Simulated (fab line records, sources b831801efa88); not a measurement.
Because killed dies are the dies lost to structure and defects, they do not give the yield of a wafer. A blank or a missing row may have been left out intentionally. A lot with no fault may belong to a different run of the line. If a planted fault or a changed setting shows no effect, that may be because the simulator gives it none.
Problem report, 8D (eight disciplines) form, completed by code	flow sky130	the parts of the form that need people (team, actions taken, sign-off) are left out

1. PROBLEM STATEMENT
Wafers free of any fault read 495 (standard deviation 5.4) for NWELL_2_TW at SKY_NWELL_TW_MEAS_26, against a mean of 30 on 6 wafers of 2 lots. Relative to the usual mean, that is a shift of -86 standard deviations.
First seen on wafer L600.1, day 7 15:17, on filmMetro-02. The record has a number at this step for 42 wafers belonging to 14 lots. Rule for "out", or "out of limits": more than 4 standard deviations from the usual mean. All remaining wafers that have a number are taken as sound.

2. WHAT THIS IS AND IS NOT
question	is	is not
which readings at this step	NWELL_2_TW	-
which lots	L600, L601	L591, L593, L597, L598, L599, L604, L605, L607, L610, L611, L613, L614
which wafers of those lots	all that have a number	-
read on which gauges	filmMetro-02, filmMetro-04	filmMetro-03
when	from day 7 15:17	up to then (15 sound wafers); but 21 sound wafers of L604, L605, L607, L610, L611, L613, L614 came after

3. SUSPECTS, AND WHAT RULES EACH OUT
Counting: a tool stays on the suspect list if, at a process step up to the reading, it processed all lots that are out and no sound lot following the first of them.
- the gauge at SKY_NWELL_TW_MEAS_26 has been ruled out. The wafers that are out were read on 2 gauges (filmMetro-02, filmMetro-04).
- lithoTrack-04 at SKY_NWELL_DEVELOP_22 (develop time 60 s): ruled out as a lasting fault. Following L600 (day 7 14:00), the first lot on it that is out, the sound lots L611, L613 were run on it.
Left after counting: nothing in the record.

4. THE CAUSE (what the simulator had put in)
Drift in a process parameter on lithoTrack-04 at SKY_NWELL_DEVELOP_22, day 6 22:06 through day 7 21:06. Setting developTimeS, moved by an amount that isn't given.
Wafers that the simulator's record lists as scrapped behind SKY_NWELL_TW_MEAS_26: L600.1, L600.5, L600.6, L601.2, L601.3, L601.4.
It was ruled out by counting, in error; the rule expects a fault to strike all lots run on its tool from its start on, and this fault did not.

5. THE EFFECT CHAIN, in route order
Each row: a reading where the mean over the struck wafers with a number is more than 3 standard deviations away from the usual. Readings are gone through only where the record gives a usual standard deviation; hours: the median, over the lots, of the time from a lot's start at the first step in this table giving one to that lot's start at this step; sigmas: the change measured in usual standard deviations.
hours	step	reading	usual	on struck wafers	change	sigmas
0	SKY_NWELL_TW_MEAS_26	NWELL_2_TW	495	30	-465	-86
Readings that are blank on the struck wafers while sound wafers have them: NWELL_01_OVL at SKY_NWELL_OVL_MEAS_23.

6. HOW IT WOULD HAVE BEEN CAUGHT EARLIER
The first out-of-limits reading at a measuring or inspecting step in this record came at day 7 15:17, 17 hours after the fault's start at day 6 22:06.
Between SKY_NWELL_DEVELOP_22 and SKY_NWELL_TW_MEAS_26, SKY_NWELL_OVL_MEAS_23 gave no NWELL_01_OVL on the struck wafers, where sound wafers have one: a measuring or inspecting step that comes back empty is itself a sign.
